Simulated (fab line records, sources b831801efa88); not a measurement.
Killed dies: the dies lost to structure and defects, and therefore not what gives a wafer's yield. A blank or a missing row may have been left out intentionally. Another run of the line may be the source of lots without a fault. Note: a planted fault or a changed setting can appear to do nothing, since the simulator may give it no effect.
Code-filled problem report in 8D (eight disciplines) form :: flow sky130 :: the parts of the form that need people (team, actions taken, sign-off) are left out

== 1. THE PROBLEM ==
Mean NWELL_00_OVL at SKY_NWELL_OVL_MEAS_10: 142.0 nm over 9 wafers in 3 lots; fault-free wafers: 0.6 nm, standard deviation 1.4. That is +99 or more standard deviations from the usual mean.
The first sign was on wafer L905.1 at day 6 12:32, on overlay-01. The record holds 39 wafers of 13 lots with a number at this step. Rule for "out", or "out of limits": more than 4 standard deviations from the usual mean. Any other wafer with a number is counted as sound.

== 2. WHAT IT IS; WHAT IT IS NOT ==
question: which readings at this step
is: NWELL_00_OVL
is not: -

question: which lots
is: L905, L908, L909
is not: L897, L898, L901, L904, L913, L914, L915, L917, L918, L919

question: which wafers of those lots
is: all that have a number
is not: -

question: read on which gauges
is: overlay-01, overlay-02
is not: -

question: when
is: from day 6 12:32
is not: up to then (12 sound wafers); but 18 sound wafers of L913, L914, L915, L917, L918, L919 came after

== 3. SUSPECTS, AND WHAT RULES EACH OUT ==
Counting: any tool at a process step up to the reading is kept as a suspect provided that every lot that is out went through it and no sound lot did after the first of them.
- the gauge at SKY_NWELL_OVL_MEAS_10 has been ruled out. The wafers that are out were read on 2 gauges (overlay-01, overlay-02).
- iline stepper-01 at SKY_NWELL_EXPOSE_07 (exposes mask NWM, target cd 840 nm): kept. All lots that are out passed through it, beginning with L905 at day 6 04:59, and no sound lot followed; its final sound lot before that point was L904 at day 5 19:50.
After counting, what remains is iline stepper-01 at SKY_NWELL_EXPOSE_07.

== 4. THE CAUSE (what the simulator had put in) ==
Scanner matching overlay: iline stepper-01, from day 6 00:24 on, at SKY_NWELL_EXPOSE_07. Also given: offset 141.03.
Only this tool survived the counting.

== 5. SEQUENCE OF EFFECTS, ordered by route ==
Rows list readings where the struck wafers' mean (over those with a number) sits beyond 3 standard deviations from the usual. Only readings whose record carries a usual standard deviation are examined. hours: median over the lots of the time between each lot's start at the first step of this table that gives one and its start at this step. sigmas: the change, counted in usual standard deviations.
hours: 0
step: SKY_NWELL_OVL_MEAS_10
reading: NWELL_00_OVL
usual: 0.6 nm
on struck wafers: 142.0
change: +141.4
sigmas: +99 or more
Later measuring or inspecting steps at which every struck wafer that the step has a row for has a number for every such reading, and none has moved that far: SKY_NWELL_TW_MEAS_15.

== 6. HOW IT WOULD HAVE BEEN CAUGHT EARLIER ==
In this record the first reading out of limits at a measuring or inspecting step was taken at day 6 12:32, 12 hours after the fault began at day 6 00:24.
Tool readings at SKY_NWELL_EXPOSE_07 with a usual standard deviation given in the record: none out on any struck wafer, hence no alarm at a limit of 4 standard deviations on them.
Lots out: 3; of these, L908, L909 started SKY_NWELL_EXPOSE_07 on iline stepper-01 after day 6 12:32. A hold on the tool at that time would have spared those 2.
